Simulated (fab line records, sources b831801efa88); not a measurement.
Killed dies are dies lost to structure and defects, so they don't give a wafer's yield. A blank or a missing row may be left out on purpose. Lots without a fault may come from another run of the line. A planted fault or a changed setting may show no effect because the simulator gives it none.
Chamber matching | flow sfq_line | SFQ_TRILAYER_I7_CMP_CMP_184 on cmp-02: 4 sister chambers
The step polishes SiO2. 4 wafers are shown with their chamber, then 7 later ones without.

WAFERS WITH THEIR CHAMBER
wafer  | chamber | motor_current_A (A)
L893.1 | 3       | 11.4
L895.5 | 1       | 10.0
L895.6 | 0       | 10.3
L901.3 | 2       | 7.8

WAFERS WITHOUT THEIR CHAMBER
wafer  | motor_current_A (A)
L901.5 | 8.1
L902.1 | 10.8
L902.2 | 10.5
L902.5 | 7.8
L910.2 | 7.8
L910.3 | 10.9
L910.5 | 8.2

WHICH CHAMBER EACH WENT THROUGH
wafer  | from the rows above          | in truth
L901.5 | 2                            | 2
L902.1 | can't be placed: 0 or 3 or 1 | 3
L902.2 | can't be placed: 0 or 1      | 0
L902.5 | 2                            | 2
L910.2 | 2                            | 2
L910.3 | can't be placed: 3 or 0 or 1 | 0
L910.5 | 2                            | 2
Placed correctly: 4 of 7. Can't be placed from these rows: 3 (the true chamber is among the candidates in 3). Placed wrongly: 0.
How it was worked out, from the rows above alone: a wafer's distance from a chamber is the root of the sum, over the readings, of the square of ((its reading less the chamber's mean) divided by the reading's scatter). The wafer belongs to the nearest chamber; if the next one is less than 2 further off, it can't be placed. A chamber's mean is the mean of its shown wafers. The scatter: with one shown wafer a chamber, the root of the mean of the squares of how far each hidden wafer lies from its nearest shown one.
